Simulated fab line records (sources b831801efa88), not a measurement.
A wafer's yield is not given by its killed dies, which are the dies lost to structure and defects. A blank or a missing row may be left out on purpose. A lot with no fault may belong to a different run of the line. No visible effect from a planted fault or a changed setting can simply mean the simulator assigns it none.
fab line records	flow sky130	part 1 of 2: steps 1 to 34 of 46
[record] lots = 5	wafers = 15	last-day = 50
route steps=708 shown PWDE@55 NWELL@56 VT_ADJUST_HVTP@85 VT_ADJUST_LVTN@97
lots with no fault: from the same line, run without faults
start-h: start of the lot's first displayed wafer, in hours after the record's first day	wait-h: how many hours have passed since the lot's step before this one	" as in the row above	L1.1+2: several wafers, shown together as one row	- no value, or no start given	* or withheld: withheld	< > ~ a bound
route shown NAME@n: a module of which the file shows steps, and the number in the route of the first	usual: average and standard deviation across the fault-free wafers	same: alike in all rows	chamber/n: place in a boat	sites: readings site by site	_std_site: the standard deviation of these	_edge_site: inner sites' mean taken away from outer sites' mean	radius-mm: for every site, how far away it sits from the centre of the wafer	mask NAME#n: copy n	behind: the tool/chamber that last shaped the wafer	hold: why the lot went on hold/how many hours it stayed there/how the hold came to an end	device: the transistor (n, p or np) that didn't switch	end of line: at the end of the route, the tests of the same wafers	a step with no rows: only its recipe	killed: count of dies lost to structure and defects at first sort (not the wafer's yield)	map: a wafer's dies, x killed, . not, _ none there
set.NAME: setting as actually run; set.NAME@STEP: the setting as run at that earlier step	model.NAME: the simulator's own value behind a step, which no gauge read
lots at some steps of the route; a table a step, a row a wafer
services: a tool's chamber out of use, with start hour (start-h, from the record's first day; less than 0 if before it), hours out, and reason
[[steps]]
[step SKY_PWDE_TW_MEAS_10]
[usual] PWDE_TW = 377.3/2.5
lot.wafer	tool	chamber	start-h	wait-h	PWDE_TW
L075.1	film-metro-01	-	73.87	0.1	379.1
L075.4	"	-	"	"	380.4
L075.5	"	-	"	"	380.3
L081.1	film-metro-01	-	104.47	0.1	376.3
L081.2	"	-	"	"	375.6
L081.4	"	-	"	"	375.2
L084.1	film-metro-04	-	129.47	0.1	375.8
L084.2	"	-	"	"	372.8
L084.3	"	-	"	"	374.7
L090.1	film-metro-02	-	157.26	0.1	379.5
L090.3	"	-	"	"	380.0
L090.6	"	-	"	"	381.1
L095.1	film-metro-02	-	183.67	0.1	380.5
L095.2	"	-	"	"	383.1
L095.3	"	-	"	"	382.1
[step SKY_NWELL_DEHYDRATE_03]
[recipe] temp-c = 200	time-s = 60
lot.wafer	tool	chamber	start-h	wait-h
L075.1+4+5	litho-track-04	0	81.68	7.8
L081.1+2+4	litho-track-01	0	112.82	8.3
L084.1+2+3	litho-track-04	0	138.03	8.6
L090.1+3+6	litho-track-01	0	167.02	9.8
L095.1+2+3	litho-track-04	0	193.53	9.9
[step SKY_NWELL_HMDS_04]
[recipe] prime-time-s = 60	prime-temp-c = 120
lot.wafer	tool	chamber	start-h	wait-h
L075.1+4+5	litho-track-04	0	81.83	0.1
L081.1+2+4	litho-track-01	0	112.97	0.1
L084.1+2+3	litho-track-04	0	138.18	0.1
L090.1+3+6	litho-track-01	0	167.17	0.1
L095.1+2+3	litho-track-04	0	193.68	0.1
[step SKY_NWELL_COAT_05]
[recipe] spin-rpm = 2000	resist-thk-nm = 3000
lot.wafer	tool	chamber	start-h	wait-h
L075.1+4+5	litho-track-04	0	81.98	0.1
L081.1+2+4	litho-track-01	0	113.12	0.1
L084.1+2+3	litho-track-04	0	138.33	0.1
L090.1+3+6	litho-track-01	0	167.32	0.1
L095.1+2+3	litho-track-04	0	193.83	0.1
[step SKY_NWELL_SOFTBAKE_06]
[recipe] temp-c = 110	time-s = withheld
lot.wafer	tool	chamber	start-h	wait-h
L075.1+4+5	litho-track-04	0	82.13	0.1
L081.1+2+4	litho-track-01	0	113.27	0.1
L084.1+2+3	litho-track-04	0	138.48	0.1
L090.1+3+6	litho-track-01	0	167.47	0.1
L095.1+2+3	litho-track-04	0	193.98	0.1
[step SKY_NWELL_EXPOSE_07]
[recipe] mask-id = NWM	na = 0.6	source-shape = conventional	sigma-outer = 0.6	polarization = unpolarized	target-cd-nm = 840	dose-mj = 255
lot.wafer	tool	chamber	start-h	wait-h	mask
L075.1+4+5	iline-stepper-02	0	-	-	NWM#0
L081.1+2+4	iline-stepper-02	0	-	-	NWM#0
L084.1+2+3	iline-stepper-01	0	-	-	NWM#0
L090.1+3+6	iline-stepper-01	0	-	-	NWM#0
L095.1+2+3	iline-stepper-02	0	-	-	NWM#0
[step SKY_NWELL_PEB_08]
[recipe] temp-c = 115	time-s = withheld
lot.wafer	tool	chamber	start-h	wait-h
L075.1+4+5	litho-track-04	0	-	-
L081.1+2+4	litho-track-03	0	-	-
L084.1+2+3	litho-track-01	0	-	-
L090.1+3+6	litho-track-01	0	-	-
L095.1+2+3	litho-track-03	0	-	-
[step SKY_NWELL_DEVELOP_09]
[recipe] wall-angle-deg = 90	developer = TMAH	develop-time-s = 60	dev-temp-c = 23
lot.wafer	tool	chamber	start-h	wait-h
L075.1+4+5	litho-track-04	0	-	-
L081.1+2+4	litho-track-03	0	-	-
L084.1+2+3	litho-track-01	0	-	-
L090.1+3+6	litho-track-01	0	-	-
L095.1+2+3	litho-track-03	0	-	-
[step SKY_NWELL_OVL_MEAS_10]
[usual] NWELL_00_OVL = -1.1/1.1
lot.wafer	tool	chamber	start-h	wait-h	NWELL_00_OVL[nm]
L075.1	overlay-01	-	90.88	-	-1.9
L075.4	"	-	"	"	-1.6
L075.5	"	-	"	"	-2.4
L081.1	overlay-01	-	122.97	-	-0.9
L081.2	"	-	"	"	-1.6
L081.4	"	-	"	"	-1.7
L084.1	overlay-02	-	148.37	-	0.5
L084.2	"	-	"	"	0.2
L084.3	"	-	"	"	-0.8
L090.1	overlay-02	-	177.17	-	0.0
L090.3	"	-	"	"	-1.2
L090.6	"	-	"	"	-1.0
L095.1	overlay-02	-	204.52	-	-1.6
L095.2	"	-	"	"	0.2
L095.3	"	-	"	"	-1.5
[step SKY_NWELL_IMPLANT_11]
[recipe] species = P	energy-kev = 400	dose-cm2 = 1.9e+13	tilt-deg = withheld
[usual] beam-on-s = 9.97/0.23	faraday-current-uA = 107.4/2.5
lot.wafer	tool	chamber	start-h	wait-h	beam-on-s	faraday-current-uA
L075.1	implanter-03	0	90.92	0.0	9.59	111.5
L075.4	"	0	"	"	9.93	108.6
L075.5	"	0	"	"	10.58	101.9
L081.1	implanter-01	0	123.01	0.0	9.77	109.4
L081.2	"	0	"	"	9.81	109.6
L081.4	"	0	"	"	10.47	102.1
L084.1	implanter-04	0	148.41	0.0	10.32	103.5
L084.2	"	0	"	"	9.92	107.5
L084.3	"	0	"	"	10.36	103.5
L090.1	implanter-04	0	177.21	0.0	10.16	105.1
L090.3	"	0	"	"	10.19	104.9
L090.6	"	0	"	"	10.16	105.5
L095.1	implanter-01	0	204.56	0.0	10.34	103.5
L095.2	"	0	"	"	9.76	109.9
L095.3	"	0	"	"	9.93	107.8
[step SKY_NWELL_IMPLANT_12]
[recipe] species = P	energy-kev = 120	dose-cm2 = 1.3e+12	tilt-deg = withheld
[usual] beam-on-s = 9.98/0.2	faraday-current-uA = 7.34/0.15
lot.wafer	tool	chamber	start-h	wait-h	beam-on-s	faraday-current-uA
L075.1	implanter-03	0	91.07	0.1	9.77	7.47
L075.4	"	0	"	"	10.31	7.12
L075.5	"	0	"	"	10.21	7.16
L081.1	implanter-01	0	123.16	0.1	10.19	7.19
L081.2	"	0	"	"	10.06	7.22
L081.4	"	0	"	"	9.87	7.44
L084.1	implanter-04	0	148.71	0.2	9.87	7.41
L084.2	"	0	"	"	10.05	7.28
L084.3	"	0	"	"	10.13	7.20
L090.1	implanter-04	0	177.36	0.1	9.91	7.39
L090.3	"	0	"	"	10.07	7.30
L090.6	"	0	"	"	9.86	7.44
L095.1	implanter-01	0	204.71	0.1	9.80	7.48
L095.2	"	0	"	"	9.59	7.62
L095.3	"	0	"	"	9.90	7.43
[step SKY_NWELL_IMPLANT_13]
[recipe] species = P	energy-kev = 50	dose-cm2 = 7e+11	tilt-deg = withheld
[usual] beam-on-s = 9.99/0.2	faraday-current-uA = 3.95/0.079
lot.wafer	tool	chamber	start-h	wait-h	beam-on-s	faraday-current-uA
L075.1	implanter-03	0	91.22	0.1	10.02	3.96
L075.4	"	0	"	"	9.46	4.15
L075.5	"	0	"	"	9.88	3.99
L081.1	implanter-01	0	123.31	0.1	9.83	4.02
L081.2	"	0	"	"	10.02	3.94
L081.4	"	0	"	"	9.64	4.06
L084.1	implanter-04	0	149.01	0.2	9.57	4.11
L084.2	"	0	"	"	9.92	3.98
L084.3	"	0	"	"	9.57	4.11
L090.1	implanter-04	0	177.51	0.1	9.99	3.96
L090.3	"	0	"	"	9.79	4.04
L090.6	"	0	"	"	10.18	3.89
L095.1	implanter-01	0	204.86	0.1	9.86	4.01
L095.2	"	0	"	"	9.80	4.05
L095.3	"	0	"	"	10.13	3.91
[step SKY_NWELL_STRIP_14]
[recipe] chemistry = O2/N2	power-w = 1400	pressure-mtorr = 1500	platen-temp-c = withheld	o2-flow-sccm = 3000	n2-flow-sccm = 300	overash-fraction = 0.5
[usual] drypump-motor-current-A = 5.7/0.38	oes-product-au = 0.722/0.0047	strip-time-to-endpoint-s = 36.97/0.094
[same] overash-fraction = 0.5
lot.wafer	tool	chamber	start-h	wait-h	drypump-motor-current-A	oes-product-au	rf-hours-counter-h	strip-time-to-endpoint-s
L075.1	plasma-asher-01	1	91.37	0.1	5.9	0.725	37	36.86
L075.4	"	1	"	"	5.9	0.717	-	36.80
L075.5	"	0	"	"	5.8	0.720	-	36.86
L081.1	plasma-asher-02	0	123.46	0.1	5.7	0.723	0	36.94
L081.2	"	1	"	"	5.8	0.722	0	37.00
L081.4	"	0	"	"	5.7	0.727	-	36.85
L084.1	plasma-asher-03	1	149.31	0.2	5.8	0.723	35	36.86
L084.2	"	0	"	"	4.9	0.726	35	36.95
L084.3	"	0	"	"	4.9	0.722	-	36.97
L090.1	plasma-asher-02	1	177.66	0.1	5.8	0.729	8	37.10
L090.3	"	0	"	"	5.7	0.711	-	37.00
L090.6	"	0	"	"	5.7	0.719	-	37.08
L095.1	plasma-asher-03	1	205.01	0.1	5.8	0.718	41	36.83
L095.2	"	0	"	"	4.9	0.733	41	36.83
L095.3	"	1	"	"	5.8	0.724	-	36.95
[step SKY_NWELL_TW_MEAS_15]
[usual] NWELL_TW = 1838/12
lot.wafer	tool	chamber	start-h	wait-h	NWELL_TW
L075.1	film-metro-04	-	91.59	0.2	1824
L075.4	"	-	"	"	1821
L075.5	"	-	"	"	1833
L081.1	film-metro-02	-	123.56	0.1	1825
L081.2	"	-	"	"	1830
L081.4	"	-	"	"	1838
L084.1	film-metro-04	-	149.41	0.1	1835
L084.2	"	-	"	"	1821
L084.3	"	-	"	"	1827
L090.1	film-metro-04	-	177.76	0.1	1831
L090.3	"	-	"	"	1833
L090.6	"	-	"	"	1840
L095.1	film-metro-01	-	205.11	0.1	1854
L095.2	"	-	"	"	1838
L095.3	"	-	"	"	1852
[step SKY_NWELL_DEHYDRATE_16]
[recipe] temp-c = 200	time-s = 60
lot.wafer	tool	chamber	start-h	wait-h
L075.1+4+5	litho-track-04	0	99.23	7.6
L081.1+2+4	litho-track-01	0	131.82	8.3
L084.1+2+3	litho-track-03	0	158.07	8.7
L090.1+3+6	litho-track-04	0	187.78	10.0
L095.1+2+3	litho-track-03	0	215.17	10.1
[step SKY_NWELL_HMDS_17]
[recipe] prime-time-s = 60	prime-temp-c = 120
lot.wafer	tool	chamber	start-h	wait-h
L075.1+4+5	litho-track-04	0	99.38	0.1
L081.1+2+4	litho-track-01	0	131.97	0.1
L084.1+2+3	litho-track-03	0	158.22	0.1
L090.1+3+6	litho-track-04	0	187.93	0.1
L095.1+2+3	litho-track-03	0	215.32	0.1
[step SKY_NWELL_COAT_18]
[recipe] spin-rpm = 2000	resist-thk-nm = 3000
lot.wafer	tool	chamber	start-h	wait-h
L075.1+4+5	litho-track-04	0	99.53	0.1
L081.1+2+4	litho-track-01	0	132.12	0.1
L084.1+2+3	litho-track-03	0	158.37	0.1
L090.1+3+6	litho-track-04	0	188.08	0.1
L095.1+2+3	litho-track-03	0	215.47	0.1
[step SKY_NWELL_SOFTBAKE_19]
[recipe] temp-c = 110	time-s = withheld
lot.wafer	tool	chamber	start-h	wait-h
L075.1+4+5	litho-track-04	0	99.68	0.1
L081.1+2+4	litho-track-01	0	132.27	0.1
L084.1+2+3	litho-track-03	0	158.52	0.1
L090.1+3+6	litho-track-04	0	188.23	0.1
L095.1+2+3	litho-track-03	0	215.62	0.1
[step SKY_NWELL_EXPOSE_20]
[recipe] mask-id = NWM_COMPLEMENT	na = 0.6	source-shape = conventional	sigma-outer = 0.6	polarization = unpolarized	target-cd-nm = 840	dose-mj = 260
lot.wafer	tool	chamber	start-h	wait-h	mask
L075.1+4+5	iline-stepper-02	0	-	-	NWM_COMPLEMENT#0
L081.1+2+4	iline-stepper-02	0	-	-	NWM_COMPLEMENT#0
L084.1+2+3	iline-stepper-01	0	-	-	NWM_COMPLEMENT#0
L090.1+3+6	iline-stepper-02	0	-	-	NWM_COMPLEMENT#0
L095.1+2+3	iline-stepper-02	0	-	-	NWM_COMPLEMENT#0
[step SKY_NWELL_PEB_21]
[recipe] temp-c = 115	time-s = withheld
lot.wafer	tool	chamber	start-h	wait-h
L075.1+4+5	litho-track-04	0	-	-
L081.1+2+4	litho-track-03	0	-	-
L084.1+2+3	litho-track-04	0	-	-
L090.1+3+6	litho-track-04	0	-	-
L095.1+2+3	litho-track-04	0	-	-
[step SKY_NWELL_DEVELOP_22]
[recipe] wall-angle-deg = 90	developer = TMAH	develop-time-s = 60	dev-temp-c = 23
lot.wafer	tool	chamber	start-h	wait-h
L075.1+4+5	litho-track-04	0	-	-
L081.1+2+4	litho-track-03	0	-	-
L084.1+2+3	litho-track-04	0	-	-
L090.1+3+6	litho-track-04	0	-	-
L095.1+2+3	litho-track-04	0	-	-
[step SKY_NWELL_OVL_MEAS_23]
[usual] NWELL_01_OVL = -0.6/1.4
lot.wafer	tool	chamber	start-h	wait-h	NWELL_01_OVL[nm]
L075.1	overlay-01	-	108.83	-	2.7
L075.4	"	-	"	"	2.8
L075.5	"	-	"	"	1.9
L081.1	overlay-01	-	142.07	-	-0.5
L081.2	"	-	"	"	-2.1
L081.4	"	-	"	"	-3.1
L084.1	overlay-02	-	168.73	-	-1.6
L084.2	"	-	"	"	-4.1
L084.3	"	-	"	"	-2.4
L090.1	overlay-01	-	198.88	-	-1.8
L090.3	"	-	"	"	0.8
L090.6	"	-	"	"	0.0
L095.1	overlay-01	-	226.63	-	0.7
L095.2	"	-	"	"	-0.5
L095.3	"	-	"	"	-2.8
[step SKY_NWELL_IMPLANT_24]
[recipe] species = B	energy-kev = 140	dose-cm2 = 9.2e+12	tilt-deg = withheld
[usual] beam-on-s = 9.99/0.19	faraday-current-uA = 51.9/0.94
lot.wafer	tool	chamber	start-h	wait-h	beam-on-s	faraday-current-uA
L075.1	implanter-01	0	108.87	0.0	9.94	52.4
L075.4	"	0	"	"	9.89	52.3
L075.5	"	0	"	"	10.11	51.4
L081.1	implanter-03	0	142.11	0.0	9.99	51.8
L081.2	"	0	"	"	9.86	52.5
L081.4	"	0	"	"	9.76	53.2
L084.1	implanter-04	0	168.77	0.0	9.97	52.1
L084.2	"	0	"	"	10.21	50.8
L084.3	"	0	"	"	9.84	52.5
L090.1	implanter-04	0	198.92	0.0	9.85	52.5
L090.3	"	0	"	"	9.92	52.2
L090.6	"	0	"	"	10.11	51.4
L095.1	implanter-03	0	226.67	0.0	9.68	53.3
L095.2	"	0	"	"	9.89	52.3
L095.3	"	0	"	"	9.92	52.2
[step SKY_NWELL_STRIP_25]
[recipe] chemistry = O2/N2	power-w = 1400	pressure-mtorr = 1500	platen-temp-c = withheld	o2-flow-sccm = 3000	n2-flow-sccm = 300	overash-fraction = 0.5
[usual] drypump-motor-current-A = 5.7/0.35	oes-product-au = 0.722/0.0047	strip-time-to-endpoint-s = 37.00/0.075
[same] overash-fraction = 0.5
lot.wafer	tool	chamber	start-h	wait-h	drypump-motor-current-A	oes-product-au	rf-hours-counter-h	strip-time-to-endpoint-s
L075.1	plasma-asher-03	1	109.02	0.1	5.8	0.723	29	36.90
L075.4	"	0	"	"	4.9	0.717	-	36.90
L075.5	"	1	"	"	5.8	0.728	-	36.92
L081.1	plasma-asher-02	0	142.26	0.1	5.7	0.715	4	37.05
L081.2	"	1	"	"	5.8	0.719	4	37.05
L081.4	"	1	"	"	5.8	0.720	-	36.93
L084.1	plasma-asher-02	1	168.92	0.1	5.8	0.719	7	37.05
L084.2	"	0	"	"	5.7	0.723	7	37.10
L084.3	"	1	"	"	5.8	0.719	-	37.09
L090.1	plasma-asher-02	0	199.07	0.1	5.7	0.727	10	36.93
L090.3	"	1	"	"	5.8	0.728	-	37.01
L090.6	"	0	"	"	5.7	0.726	-	36.90
L095.1	plasma-asher-01	0	226.82	0.1	5.9	0.730	50	37.05
L095.2	"	1	"	"	6.0	0.720	50	37.02
L095.3	"	0	"	"	5.8	0.723	-	37.06
[step SKY_NWELL_TW_MEAS_26]
[usual] NWELL_2_TW = 501.3/2.5
lot.wafer	tool	chamber	start-h	wait-h	NWELL_2_TW
L075.1	film-metro-04	-	109.12	0.1	498.1
L075.4	"	-	"	"	502.7
L075.5	"	-	"	"	502.1
L081.1	film-metro-04	-	142.36	0.1	495.7
L081.2	"	-	"	"	495.1
L081.4	"	-	"	"	496.2
L084.1	film-metro-04	-	169.02	0.1	504.9
L084.2	"	-	"	"	500.0
L084.3	"	-	"	"	499.6
L090.1	film-metro-02	-	199.17	0.1	500.9
L090.3	"	-	"	"	498.2
L090.6	"	-	"	"	503.4
L095.1	film-metro-01	-	226.92	0.1	500.3
L095.2	"	-	"	"	501.2
L095.3	"	-	"	"	502.4
[step SKY_NWELL_CLEAN_27]
[recipe] chemistry = SC1/SC2	mix = 1:4:20	temp-c = 70	time-s = 150	dry = n2-spin
lot.wafer	tool	chamber	start-h	wait-h
L075.1+4+5	wet-bench-02	3	109.18	0.1
L081.1+2+4	wet-bench-04	1	142.42	0.1
L084.1+2+3	wet-bench-04	1	169.08	0.1
L090.1+3+6	wet-bench-02	1	199.23	0.1
L095.1+2+3	wet-bench-02	2	226.98	0.1
[step SKY_NWELL_RTA_28]
[recipe] temp-c = 1050	time-s = 30	idle-temp-c = 650	ramp-up-c-per-s = 150	ramp-down-c-per-s = 90	ambient = N2
[usual] anneal-temp-c-max = 1055.4/1.6	lamp-power-pct = 25.30/0.054	wafer_temp_C_max = 1054.8/0.92
lot.wafer	tool	chamber	start-h	wait-h	anneal-temp-c-max	lamp-power-pct	wafer_temp_C_max
L075.1	rtp-anneal-02	0	109.23	0.0	1056.4	25.30	1054.4
L075.4	"	0	"	"	1056.7	25.30	1056.0
L075.5	"	0	"	"	1057.5	25.30	1054.3
L081.1	rtp-anneal-01	0	142.47	0.0	1054.5	25.32	1054.2
L081.2	"	0	"	"	1054.0	25.28	1054.8
L081.4	"	0	"	"	1053.9	25.27	1054.5
L084.1	rtp-anneal-02	0	169.13	0.0	1055.6	25.22	1056.0
L084.2	"	0	"	"	1055.8	25.40	1053.9
L084.3	"	0	"	"	1055.2	25.16	1056.4
L090.1	rtp-anneal-01	0	199.28	0.0	1055.0	25.33	1054.5
L090.3	"	0	"	"	1054.4	25.21	1054.1
L090.6	"	0	"	"	1054.9	25.37	1053.6
L095.1	rtp-anneal-01	0	227.03	0.0	1053.6	25.37	1053.4
L095.2	"	0	"	"	1053.0	25.30	1055.3
L095.3	"	0	"	"	1053.6	25.25	1054.6
[step SKY_NWELL_RS_MEAS_29]
[recipe] thk-meas-gauge = four-point-probe
[usual] NWELL_RS = 625.3/1.7
lot.wafer	tool	chamber	start-h	wait-h	NWELL_RS[ohm/sq]
L075.1	film-metro-01	-	109.33	0.1	627.1
L075.4	"	-	"	"	625.3
L075.5	"	-	"	"	626.7
L081.1	film-metro-01	-	142.57	0.1	626.1
L081.2	"	-	"	"	627.5
L081.4	"	-	"	"	626.2
L084.1	film-metro-01	-	169.23	0.1	625.4
L084.2	"	-	"	"	624.5
L084.3	"	-	"	"	625.1
L090.1	film-metro-02	-	199.38	0.1	626.9
L090.3	"	-	"	"	626.8
L090.6	"	-	"	"	627.5
L095.1	film-metro-04	-	227.13	0.1	623.5
L095.2	"	-	"	"	624.6
L095.3	"	-	"	"	625.6
[step SKY_NWELL_RS_MEAS_31]
[recipe] thk-meas-gauge = four-point-probe
[usual] PWDE_RS = 5277/22
lot.wafer	tool	chamber	start-h	wait-h	PWDE_RS[ohm/sq]
L075.1	film-metro-01	-	109.57	0.1	5285
L075.4	"	-	"	"	5274
L075.5	"	-	"	"	5280
L081.1	film-metro-01	-	142.81	0.1	5330
L081.2	"	-	"	"	5331
L081.4	"	-	"	"	5343
L084.1	film-metro-01	-	169.47	0.1	5272
L084.2	"	-	"	"	5312
L084.3	"	-	"	"	5286
L090.1	film-metro-02	-	199.62	0.1	5294
L090.3	"	-	"	"	5257
L090.6	"	-	"	"	5289
L095.1	film-metro-04	-	227.37	0.1	5253
L095.2	"	-	"	"	5241
L095.3	"	-	"	"	5244
[step SKY_VT_ADJUST_HVTP_DEHYDRATE_00]
[recipe] temp-c = 200	time-s = 60
lot.wafer	tool	chamber	start-h	wait-h
L075.1+4+5	litho-track-03	0	117.37	7.8
L081.1+2+4	litho-track-02	0	152.18	9.4
L084.1+2+3	litho-track-01	0	178.57	9.1
L090.1+3+6	litho-track-01	0	210.32	10.7
L095.1+2+3	litho-track-01	0	238.57	11.2
[step SKY_VT_ADJUST_HVTP_HMDS_01]
[recipe] prime-time-s = 60	prime-temp-c = 120
lot.wafer	tool	chamber	start-h	wait-h
L075.1+4+5	litho-track-03	0	117.52	0.1
L081.1+2+4	litho-track-02	0	152.33	0.1
L084.1+2+3	litho-track-01	0	178.72	0.1
L090.1+3+6	litho-track-01	0	210.47	0.1
L095.1+2+3	litho-track-01	0	238.72	0.1
[step SKY_VT_ADJUST_HVTP_COAT_02]
[recipe] resist = NOVOLAK	spin-rpm = 3000	resist-thk-nm = 1140
lot.wafer	tool	chamber	start-h	wait-h
L075.1+4+5	litho-track-03	0	117.67	0.1
L081.1+2+4	litho-track-02	0	152.48	0.1
L084.1+2+3	litho-track-01	0	178.87	0.1
L090.1+3+6	litho-track-01	0	210.62	0.1
L095.1+2+3	litho-track-01	0	238.87	0.1
[step SKY_VT_ADJUST_HVTP_SOFTBAKE_03]
[recipe] temp-c = 90	time-s = 60	resist = NOVOLAK
lot.wafer	tool	chamber	start-h	wait-h
L075.1+4+5	litho-track-03	0	117.82	0.1
L081.1+2+4	litho-track-02	0	152.63	0.1
L084.1+2+3	litho-track-01	0	179.02	0.1
L090.1+3+6	litho-track-01	0	210.77	0.1
L095.1+2+3	litho-track-01	0	239.02	0.1
[step SKY_VT_ADJUST_HVTP_EXPOSE_04]
[recipe] mask-id = HVTPM	na = 0.6	source-shape = conventional	sigma-outer = 0.6	polarization = unpolarized	target-cd-nm = 380	dose-mj = 140
lot.wafer	tool	chamber	start-h	wait-h	mask
L075.1+4+5	iline-stepper-02	0	-	-	HVTPM#0
L081.1+2+4	iline-stepper-02	0	-	-	HVTPM#0
L084.1+2+3	iline-stepper-02	0	-	-	HVTPM#0
L090.1+3+6	iline-stepper-02	0	-	-	HVTPM#0
L095.1+2+3	iline-stepper-02	0	-	-	HVTPM#0
